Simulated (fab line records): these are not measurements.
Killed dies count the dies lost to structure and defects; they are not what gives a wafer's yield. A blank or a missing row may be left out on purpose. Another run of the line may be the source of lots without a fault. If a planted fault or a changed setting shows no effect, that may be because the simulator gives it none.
fab line records | flow sfqLine
record lots=14 | wafers=39 | lastDay=92
route steps=325 shown M4@159
lots that met no fault: taken from a fault-free run of the same line
startH: hours from the record's first day to the start of the lot's first wafer shown | waitH: hours from the lot's prior step to this one | " as in the row above | L1.1+2: several wafers, shown together as one row | - no value present, or no start provided | * or withheld: withheld | < > ~ a bound
route shown NAME@n: a module of which the file shows steps, and the number in the route of the first | usual: mean and standard deviation over wafers with no fault | same: alike in all rows | chamber/n: place in a boat | sites: per-site readings | _std_site: standard deviation of those values | _edge_site: inner sites' mean taken away from outer sites' mean | radiusMm: how far each site lies from the wafer's centre | mask NAME#n: copy n | behind: the most recent tool/chamber to have shaped the wafer | hold: reason for holding the lot/hours on hold/outcome of the hold | device: names the non-switching transistor (n, p or np) | end of line: the tests these same wafers got at the end of their route | for a step that has no rows: nothing shown but its recipe | killed: not the wafer's yield, but the dies lost to structure and defects at the first sort | map: the dies of a wafer, with x for killed, . for not killed, _ for no die there
set.NAME: the setting that was run; set.NAME@STEP: the one run at that earlier step | model.NAME: the simulator's own value behind a step, which no gauge read
one table for each step of the route and one row for each wafer, over a sample of lots
services: the hour from which a tool's chamber was out of use, counted from the record's first day as startH (under 0 if before that day), plus the number of hours and why
## steps
# step SFQ_TRILAYER_M4_BARC_OPEN_METAL_ETCH_123
# recipe maskMaterial=PR | chemistry=O2 | targetDepthNm=125 | target=BARC | icpW=600 | biasW=80 | pressureMtorr=10 | timeS=41.7
# usual drypumpMotorCurrentA=6.07/0.28 | oesProductAu=0.685/0.0046 | runLengthS=69.83/0.3
lot.wafer | tool        | chamber | startH  | waitH | drypumpMotorCurrentA | oesProductAu | rfHoursCounterH | runLengthS
L863.1    | rieMetal-01 | 1       | 1173.90 | 0.0   | 6.08                 | 0.684        | 77              | 69.72
L863.3    | "           | 1       | "       | "     | 6.07                 | 0.687        | -               | 69.85
L863.6    | "           | 1       | "       | "     | 6.07                 | 0.685        | -               | 70.23
L865.2    | rieMetal-02 | 1       | 1177.63 | 0.0   | 5.90                 | 0.688        | 4               | 69.89
L865.3    | "           | 1       | "       | "     | 5.89                 | 0.689        | -               | 70.29
L865.5    | "           | 0       | "       | "     | 6.28                 | 0.688        | -               | 70.01
L866.3    | rieMetal-01 | 0       | 1178.85 | 0.0   | 5.97                 | 0.681        | -               | 69.78
L866.4    | "           | 1       | "       | "     | 6.10                 | 0.685        | -               | 69.84
L866.6    | "           | 1       | "       | "     | 6.08                 | 0.687        | -               | 69.87
L867.1    | rieMetal-02 | 0       | 1180.03 | 0.0   | 6.24                 | 0.692        | 44              | 69.94
L867.2    | "           | 1       | "       | "     | 5.89                 | 0.690        | 5               | 70.09
L867.5    | "           | 1       | "       | "     | 5.94                 | 0.687        | -               | 69.99
L868.1    | rieMetal-03 | 1       | 1211.15 | 0.0   | 5.73                 | 0.685        | 24              | 69.26
L868.2    | "           | 0       | "       | "     | 6.60                 | 0.684        | 33              | 69.55
L868.6    | "           | 0       | "       | "     | 6.59                 | 0.680        | -               | 69.51
L874.2    | rieMetal-02 | 0       | 1466.59 | 0.0   | 6.21                 | 0.683        | 88              | 70.16
L874.3    | "           | 1       | "       | "     | 5.89                 | 0.681        | -               | 70.55
L874.6    | "           | 0       | "       | "     | 6.21                 | 0.682        | -               | 70.61
L877.1    | rieMetal-01 | 0       | 1473.79 | 0.0   | 5.96                 | 0.691        | 27              | 69.64
L877.3    | "           | 1       | "       | "     | 6.08                 | 0.675        | -               | 71.40
L878.3    | rieMetal-01 | 0       | 1476.23 | 0.1   | 5.92                 | 0.666        | -               | 71.33
L880.1    | rieMetal-03 | 0       | 1479.79 | 0.0   | 6.60                 | 0.684        | 67              | 69.52
L880.3    | "           | 0       | "       | "     | 6.61                 | 0.685        | -               | 69.62
L880.6    | "           | 0       | "       | "     | 6.61                 | 0.686        | -               | 69.51
L882.1    | rieMetal-03 | 0       | 1484.59 | 0.0   | 6.59                 | 0.685        | 67              | 69.90
L882.4    | "           | 0       | "       | "     | 6.60                 | 0.669        | -               | 70.00
L882.5    | "           | 0       | "       | "     | 6.54                 | 0.694        | -               | 69.49
L883.1    | rieMetal-03 | 1       | 1486.99 | 0.0   | 5.74                 | 0.685        | 63              | 69.92
L883.3    | "           | 0       | "       | "     | 6.62                 | 0.683        | -               | 69.79
L883.6    | "           | 0       | "       | "     | 6.59                 | 0.684        | -               | 69.55
L884.2    | rieMetal-03 | 0       | 1491.79 | 0.0   | 6.58                 | 0.682        | 69              | 69.67
L884.3    | "           | 0       | "       | "     | 6.58                 | 0.686        | -               | 69.61
L884.4    | "           | 1       | "       | "     | 5.73                 | 0.683        | -               | 69.40
L885.1    | rieMetal-02 | 0       | 1492.99 | 0.0   | 6.26                 | 0.686        | 93              | 69.76
L885.3    | "           | 0       | "       | "     | 6.27                 | 0.694        | -               | 69.71
L885.4    | "           | 1       | "       | "     | 5.86                 | 0.677        | -               | 70.66
L886.2    | rieMetal-02 | 1       | 1495.39 | 0.0   | 5.88                 | 0.684        | 42              | 70.11
L886.5    | "           | 1       | "       | "     | 5.89                 | 0.686        | -               | 70.30
L886.6    | "           | 0       | "       | "     | 6.28                 | 0.687        | -               | 69.93
## services
tool        | chamber | startH  | hours | kind
rieMetal-02 | 1       | 1150.30 | 20.5  | repair
rieMetal-01 | -       | 1178.15 | 0.6   | repair
rieMetal-01 | 0       | 1233.40 | -     | clean
rieMetal-01 | 0       | 1233.40 | -     | consumableReplace:focusRing
rieMetal-01 | 0       | 1233.40 | 22.4  | scheduledDown
rieMetal-01 | 0       | 1233.40 | 22.4  | ventCycle
rieMetal-02 | 0       | 1260.25 | 4.1   | repair
rieMetal-02 | 1       | 1262.65 | 1.3   | repair
rieMetal-03 | -       | 1336.54 | 19.0  | repair
rieMetal-03 | 0       | 1364.10 | 6.9   | repair
rieMetal-02 | 1       | 1395.96 | 56.0  | repair
rieMetal-01 | 1       | 1406.15 | 2.0   | repair
rieMetal-01 | 0       | 1413.45 | 4.8   | repair
rieMetal-01 | 1       | 1474.57 | -     | clean
rieMetal-01 | 1       | 1474.57 | -     | consumableReplace:focusRing
rieMetal-01 | 1       | 1474.57 | 20.1  | scheduledDown
rieMetal-01 | 1       | 1474.57 | 20.1  | ventCycle
## key
firstSign step=SFQ_TRILAYER_M4_BARC_OPEN_METAL_ETCH_123 | reading=runLengthS | direction=up | sigmas=5.1 | usual=* | struck=*
effect none on later readings
metAt SFQ_TRILAYER_M4_BARC_OPEN_METAL_ETCH_123
struckLots L877,L878
struckWafers L877.3,L878.3
onsetBetween 1178.85 1473.79
fault kind=processParameterDrift | tool=rieMetal-01 | chamber=- | onsetH=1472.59 | steps=SFQ_TRILAYER_M4_BARC_OPEN_METAL_ETCH_123 | channel=timeS | offset=* | shape=step | endH=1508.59 | scope=struckWafersOnly | actsIn=* | stated=*
